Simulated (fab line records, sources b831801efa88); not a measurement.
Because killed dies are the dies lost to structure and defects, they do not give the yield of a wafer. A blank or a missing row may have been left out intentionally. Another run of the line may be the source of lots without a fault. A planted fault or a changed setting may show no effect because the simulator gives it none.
Struck lot and sound lot, side by side	flow sky130	31 out of 708 route steps
Sound: wafers L888.3, L888.4, L888.6. Struck: wafers L886.1, L886.2, L886.5. At the end, the cause is stated.
Each step with rows lists, per side, the tool, then ch with its chambers, then its first start. Under that, the readings that differ: sound wafers	struck wafers	difference of the means	sigmas: that difference in standard deviations of wafers without a fault.
alike: same words and numbers on both sides, and readings whose means sit less than 2 such deviations apart. not compared: any withheld reading, any reading some wafer has no value for, any bound like >300 that may hide the same value, and any number with overlapping values for which the record gives no deviation.
A row with sigmas, a row that says differs or no value, or rows on one side alone: a step with any of these is where the two part. Numbers that have no deviation but don't overlap get no sigmas and don't part them. A reading missing from all wafers of one side parts the sides only when that side holds two or more wafers.

first, 1 step without rows for these wafers: SKY_PWDE_IMPLANT_08.
SKY_PWDE_STRIP_09: strips in O2/N2.
  sound on plasma-asher-03 ch 0,1, day 7 05:38; struck on plasma-asher-03 ch 0,1, day 6 17:01
  alike: drypump-motor-current-A, oes-product-au, strip-time-to-endpoint-s
  not compared: rf-hours-counter-h
SKY_PWDE_TW_MEAS_10:
  sound on film-metro-03, day 7 05:43; struck on film-metro-01, day 6 17:07
  alike: PWDE_TW
then, 7 steps without rows for these wafers: SKY_NWELL_DEHYDRATE_03 (time 60 s); SKY_NWELL_HMDS_04 (prime time 60 s); SKY_NWELL_COAT_05 (resist thk 3000 nm); SKY_NWELL_SOFTBAKE_06; SKY_NWELL_EXPOSE_07 (exposes mask NWM, target cd 840 nm); SKY_NWELL_PEB_08; SKY_NWELL_DEVELOP_09 (develop time 60 s).
SKY_NWELL_OVL_MEAS_10:
  sound on overlay-01, day 8 02:08; struck on overlay-02, day 7 12:58
  alike: NWELL_00_OVL
then, 1 step without rows for these wafers: SKY_NWELL_IMPLANT_11.
SKY_NWELL_IMPLANT_12:
  sound on implanter-01 ch 0, day 8 02:22; struck on implanter-02 ch 0, day 7 13:09
reading	sound	struck	difference	sigmas
dose-ions-cm2	1.3002e+12 1.3007e+12 1.3032e+12	9.51e+11 9.504e+11 9.509e+11	-3.51e+11	-99 or more
faraday-current-uA	7.41 7.27 7.39	5.32 5.50 5.36	-1.96	-13
  alike: end-station-pressure-torr
then, 1 step without rows for these wafers: SKY_NWELL_IMPLANT_13.
SKY_NWELL_STRIP_14: strips in O2/N2.
  sound on plasma-asher-02 ch 0,1, day 8 02:39; struck on plasma-asher-02 ch 0,1, day 7 13:27
  alike: drypump-motor-current-A, oes-product-au, strip-time-to-endpoint-s
  not compared: rf-hours-counter-h
SKY_NWELL_TW_MEAS_15:
  sound on film-metro-02, day 8 02:44; struck on film-metro-02, day 7 13:33
  alike: NWELL_TW
then, 7 steps without rows for these wafers: SKY_NWELL_DEHYDRATE_16 (time 60 s); SKY_NWELL_HMDS_17 (prime time 60 s); SKY_NWELL_COAT_18 (resist thk 3000 nm); SKY_NWELL_SOFTBAKE_19; SKY_NWELL_EXPOSE_20 (exposes mask NWM COMPLEMENT, target cd 840 nm); SKY_NWELL_PEB_21; SKY_NWELL_DEVELOP_22 (develop time 60 s).
SKY_NWELL_OVL_MEAS_23:
  sound on overlay-01, day 8 23:41; struck on overlay-01, day 8 10:28
  alike: NWELL_01_OVL
then, 1 step without rows for these wafers: SKY_NWELL_IMPLANT_24.
SKY_NWELL_STRIP_25: strips in O2/N2.
  sound on plasma-asher-02 ch 0,1, day 8 23:53; struck on plasma-asher-01 ch 0,1, day 8 10:39
  alike: drypump-motor-current-A, oes-product-au, strip-time-to-endpoint-s
  not compared: rf-hours-counter-h
SKY_NWELL_TW_MEAS_26:
  sound on film-metro-02, day 8 23:58; struck on film-metro-01, day 8 10:45
  alike: NWELL_2_TW
then, 1 step without rows for these wafers: SKY_NWELL_CLEAN_27 (cleans in SC1/SC2, time 150 s).
SKY_NWELL_RTA_28: time 30 s.
  sound on rtp-anneal-01 ch 0, day 9 00:05; struck on rtp-anneal-01 ch 0, day 8 10:52
  alike: lamp-power-pct, wafer_temp_C_max
SKY_NWELL_RS_MEAS_29: measures by four-point-probe.
  sound on film-metro-03, day 9 00:12; struck on film-metro-01, day 8 10:58
reading	sound	struck	difference	sigmas
NWELL_RS (ohm/sq)	623.3 625.1 625.4	633.1 632.7 632.4	+8.1	+6
-- the record jumps here: 41 days lie between the struck wafers' starts before and after (it left off in module NWELL and takes up again in module PAD_OPEN, whose first step shown is number 708 of the route) --
SKY_PAD_OPEN_PROBE_99:
  sound on prober-02, day 49 14:22; struck on prober-02, day 49 12:46
reading	sound	struck	difference	sigmas
model.etest.nfet_16v.r-on-ohm-um	1.398e+04 1.406e+04 1.401e+04	1.473e+04 1.466e+04 1.474e+04	+6.933e+02	
model.etest.tip_p_5v.rs-ohm-sq	2895 2891 2870	2821 2817 2796	-74	
model.etest.pfet-g5v0d10v5.drive-ua-um	344.7 345.5 348.6	357.4 349.3 351.5	+6.5	
model.etest.pfet_01v8_lvt.drive-ua-um	174.3 173.3 173.8	180.8 181.5 181.1	+7.3	
model.etest.pfet_16v.drive-ua-um	241.2 239.9 240.3	257.5 253.1 256.6	+15.3	
model.etest.pfet-g5v0d10v5.off-log10-a-um	-12.78 -12.69 -12.55	-11.07 -11.28 -11.17	+1.50	
model.etest.pfet_01v8_lvt.off-log10-a-um	-8.81 -9.079 -9.089	-8.12 -8.081 -8.155	+0.87	
  alike: killed_at_M0_to_M3, killed_at_M4_up, killed-at-contacts, killed-at-front-end, killed-at-other, killed-dies, killed-open, killed-short
  not compared: model.etest.pfet-g5v0d10v5.r-on-ohm-um

WHERE THEY PART
First at SKY_NWELL_IMPLANT_12; last, within this record, at SKY_NWELL_RS_MEAS_29. Later steps at which nothing parts them and some readings are alike: SKY_PAD_OPEN_PROBE_99.

WHY: whatever the simulator had introduced
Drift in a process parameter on implanter-02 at SKY_NWELL_IMPLANT_12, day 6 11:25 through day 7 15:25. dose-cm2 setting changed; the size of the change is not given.
